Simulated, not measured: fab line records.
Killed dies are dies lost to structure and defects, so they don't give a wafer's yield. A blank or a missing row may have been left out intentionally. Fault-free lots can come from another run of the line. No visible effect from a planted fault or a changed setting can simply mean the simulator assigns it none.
Chamber matching | flow sky130 | cmp-02 running SKY_VIA2_CMP_24: 4 sister chambers
The step polishes, stops on SiO2, t overpolish 20 s, target thk 0 nm. 4 wafers are shown with their chamber, then 12 later ones without.

WAFERS PAIRED WITH THEIR CHAMBERS
wafer  | chamber | motor-current-A (A)
L086.6 | 0       | 9.9
L087.2 | 3       | 10.6
L093.5 | 1       | 11.3
L093.6 | 2       | 10.0

WAFERS MISSING THEIR CHAMBER
wafer  | motor-current-A (A)
L095.1 | 9.8
L095.3 | 11.3
L095.6 | 10.0
L094.3 | 11.1
L094.4 | 10.3
L094.5 | 9.6
L096.4 | 10.2
L096.5 | 11.6
L096.6 | 10.9
L097.1 | 11.2
L097.4 | 11.1
L097.5 | 11.6

CHAMBER TAKEN BY EACH
wafer  | from the rows above          | in truth
L095.1 | can't be placed: 0 or 2      | 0
L095.3 | 1                            | 1
L095.6 | can't be placed: 2 or 0      | 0
L094.3 | can't be placed: 1 or 3      | 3
L094.4 | can't be placed: 3 or 2 or 0 | 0
L094.5 | can't be placed: 0 or 2      | 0
L096.4 | can't be placed: 2 or 0 or 3 | 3
L096.5 | 1                            | 1
L096.6 | can't be placed: 3 or 1      | 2
L097.1 | 1                            | 1
L097.4 | can't be placed: 1 or 3      | 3
L097.5 | 1                            | 1
Correctly placed: 4 of 12. These rows do not allow placing 8 (true chamber among the candidates in 7). Wrongly placed: 0.
How it was worked out, from the rows above alone: a wafer's distance from a chamber is the root of the sum, over the readings, of the square of ((its reading less the chamber's mean) divided by the reading's scatter). The wafer belongs to the nearest chamber; if the next one is less than 2 further off, it can't be placed. For every chamber, the mean is computed from those of its wafers that are shown. The scatter: with one shown wafer a chamber, the root of the mean of the squares of how far each hidden wafer lies from its nearest shown one.
